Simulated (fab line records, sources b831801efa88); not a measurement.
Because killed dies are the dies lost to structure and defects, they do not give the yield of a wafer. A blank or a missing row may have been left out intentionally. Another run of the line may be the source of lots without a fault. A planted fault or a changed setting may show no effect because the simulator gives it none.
The tool behind it: which one? -- flow gf180mcu -- 15 lots with 43 wafers sampled at 3 steps, on a route of 602 steps

## WHAT THE GAUGES READ, wafer by wafer
GF_MVSD_OVL_MEAS_07.
lot,measured,on,MVSD_OVL (nm)
L322,day 4 10:41,overlay-01,-1.0 -0.4 0.1
L323,day 4 15:07,overlay-01,-1.2 -0.1 0.7
L324,day 4 23:34,overlay-01,0.2 1.0 1.7
L325,day 5 03:59,overlay-01,0.1 -1.2 -
L327,day 5 14:41,overlay-02,0.1 -
L329,day 6 01:08,overlay-01,-0.6 -
L335,day 7 14:25,overlay-01,-0.9 0.1 -2.5
L337,day 8 02:55,overlay-01,0.7 1.4 0.9
L338,day 8 08:59,overlay-02,-1.5 -0.7 -0.1
L339,day 8 12:55,overlay-01,-0.2 0.1 -0.8
L340,day 8 19:53,overlay-01,-0.8 0.6 -1.3
L341,day 9 00:59,overlay-01,-0.8 -2.5 -1.7
L342,day 9 06:59,overlay-02,-0.4 0.6 -0.9
L343,day 9 10:31,overlay-01,-1.6 -0.3 -1.7
L345,day 10 01:34,overlay-02,-0.2 -1.1 0.8

GF_MVSD_TW_MEAS_11.
lot,measured,on,MVSD_TW
L322,day 4 11:07,film_metro-01,1598 1590 1600
L323,day 4 15:33,film_metro-01,1592 1580 1579
L324,day 5 00:01,film_metro-04,1586 1584 1570
L325,day 5 04:25,film_metro-04,1576 1578 30
L327,day 5 15:07,film_metro-01,1593 30
L329,day 6 01:35,film_metro-03,1598 30
L335,day 7 14:52,film_metro-03,1593 1585 1593
L337,day 8 03:21,film_metro-04,1573 1583 1575
L338,day 8 09:25,film_metro-04,1565 1588 1578
L339,day 8 13:22,film_metro-03,1584 1585 1585
L340,day 8 20:19,film_metro-04,1574 1586 1577
L341,day 9 01:25,film_metro-01,1583 1577 1567
L342,day 9 07:26,film_metro-01,1574 1587 1587
L343,day 9 10:57,film_metro-04,1568 1568 1566
L345,day 10 02:01,film_metro-04,1581 1583 1570

## EACH LOT AND THE TOOL THAT RAN IT (in order: tool; ch and the chambers of the sampled wafers; start)
lot,GF_MVSD_DEVELOP_06
L322,"litho_track-02 ch 0, day 4 10:00"
L323,"litho_track-03 ch 0, day 4 14:00"
L324,"litho_track-03 ch 0, day 4 23:00"
L325,"litho_track-03 ch 0, day 5 03:00"
L327,"litho_track-03 ch 0, day 5 14:00"
L329,"litho_track-03 ch 0, day 6 01:00"
L335,"litho_track-04 ch 0, day 7 14:00"
L337,"litho_track-04 ch 0, day 8 02:00"
L338,"litho_track-02 ch 0, day 8 08:00"
L339,"litho_track-04 ch 0, day 8 12:00"
L340,"litho_track-02 ch 0, day 8 19:00"
L341,"litho_track-02 ch 0, day 9 00:00"
L342,"litho_track-02 ch 0, day 9 06:00"
L343,"litho_track-04 ch 0, day 9 10:00"
L345,"litho_track-02 ch 0, day 10 01:00"
- GF_MVSD_DEVELOP_06: develop time 60 s.

## WHAT THE TOOLS THEMSELVES READ (means of the sampled wafers that have a number; where no wafer has one, the mark that the record gives instead)
The record holds no such reading with a usual standard deviation.

## THE ANSWER, worked out from the rows above alone
Rule: what is usual is taken from the lots themselves. Put in order of their means at a reading, lots are off if they are a third of the lots or fewer, leave a main group of 4 or more, and stand apart from it by a gap of 3 or more times the standard deviation of the main group's means; of several such gaps the widest counts. The tables above print the reading to a certain number of digits; a main group whose means all agree to those digits is not used. A lot without any number at a reading at which 4 lots or more have one is off too. All remaining lots with rows at the step are treated as sound. First the gauges in route order, then the tools' own readings, where a lot's mean is used as printed above. At the first step where some lot is off, the reading lying furthest off is the one used; lots without a number count as furthest.
Off: L325, L327, L329, at GF_MVSD_TW_MEAS_11 (MVSD_TW). Mean 1581 and standard deviation 7.1 in the main group.
If a tool, at a process step before that reading, ran all the lots that are off and no sound lot after the first of them, it fits. Gauges at GF_MVSD_TW_MEAS_11: tried the same way as those tools. One fits: litho_track-03 at GF_MVSD_DEVELOP_06. Its last sound lot is L324 (day 4 23:00), its first lot that is off L325 (day 5 03:00): a fault that began between those two fits.

## WHAT THE SIMULATOR HAD PUT IN
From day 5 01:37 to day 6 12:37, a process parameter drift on litho_track-03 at GF_MVSD_DEVELOP_06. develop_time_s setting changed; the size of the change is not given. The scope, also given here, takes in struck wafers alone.
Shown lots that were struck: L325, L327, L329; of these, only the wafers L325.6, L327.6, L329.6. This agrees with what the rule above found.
